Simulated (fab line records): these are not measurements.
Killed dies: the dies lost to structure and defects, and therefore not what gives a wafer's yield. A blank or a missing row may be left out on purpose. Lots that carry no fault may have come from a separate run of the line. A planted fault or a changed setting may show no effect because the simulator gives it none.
Problem report in the 8D (eight disciplines) form, filled by code ; flow gf180mcu ; the parts of the form that need people (team, actions taken, sign-off) are left out

1. WHAT WENT WRONG
Mean NSD_RS at GF_PSD_RS_MEAS_14: 43.41 ohm/sq over 6 wafers in 2 lots; fault-free wafers: 46.09 ohm/sq, standard deviation 0.078. That puts it -34 standard deviations away from the usual mean.
The step: measures by four-point-probe.
Seen first at day 15 12:17 on filmMetro-03, wafer L532.1. At this step, 39 wafers from 13 lots have a number in the record. Rule for "out" (also "out of limits"): further than 4 standard deviations from the usual mean. Any other wafer with a number is counted as sound.

2. WHAT IT IS, WHAT IT ISN'T
question;is;is not
which readings at this step;NSD_RS;-
which lots;L532, L533;L529, L530, L543, L544, L545, L546, L547, L548, L549, L550, L552
which wafers of those lots;all that have a number;-
read on which gauges;filmMetro-02, filmMetro-03;filmMetro-01
when;from day 15 12:17;"up to then (6 sound wafers); but 27 sound wafers of L543, L544, L545, L546, L547, L548, L549, L550, L552 came after"

3. THE SUSPECTS, EACH WITH WHAT RULES IT OUT
Counting: a tool stays on the suspect list if, at a process step up to the reading, it processed all lots that are out and no sound lot following the first of them.
- ruled out: the gauge at GF_PSD_RS_MEAS_14. Those wafers that are out were read across 2 gauges (filmMetro-02, filmMetro-03).
- rtpAnneal-02 at GF_PSD_RTA_13 (time 20 s): ruled out as a lasting fault. The sound lots L543, L544, L545, L548, L550 went through it after L532, its earliest lot that is out (day 15 12:12).
Left after counting: nothing in the record.

4. THE CAUSE (what the simulator had put in)
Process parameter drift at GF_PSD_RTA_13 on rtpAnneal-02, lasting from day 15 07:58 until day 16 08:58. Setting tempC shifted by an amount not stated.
It was ruled out by counting, in error; the rule expects a fault to strike all lots run on its tool from its start on, and this fault did not.

5. THE CHAIN OF EFFECTS, in route order
Each row: a reading where the mean over the struck wafers with a number is more than 3 standard deviations away from the usual. Readings are gone through only where the record gives a usual standard deviation; hours: the median, over the lots, of the time from a lot's start at the first step in this table giving one to that lot's start at this step; sigmas: the change measured in usual standard deviations.
hours;step;reading;usual;on struck wafers;change;sigmas
0;GF_PSD_RS_MEAS_14;NSD_RS;46.09 ohm/sq;43.41;-2.68;-34
0;GF_PSD_RS_MEAS_15;PSD_RS;108.51 ohm/sq;100.55;-7.96;-27

6. WHAT WOULD HAVE CAUGHT IT SOONER
The first out-of-limits reading at a measuring or inspecting step in this record came at day 15 12:17, 4 hours after the fault's start at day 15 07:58.
Of the tool readings at GF_PSD_RTA_13 for which the record gives a usual standard deviation, none was out on any struck wafer, so an alarm limit of 4 standard deviations on them would not have fired.
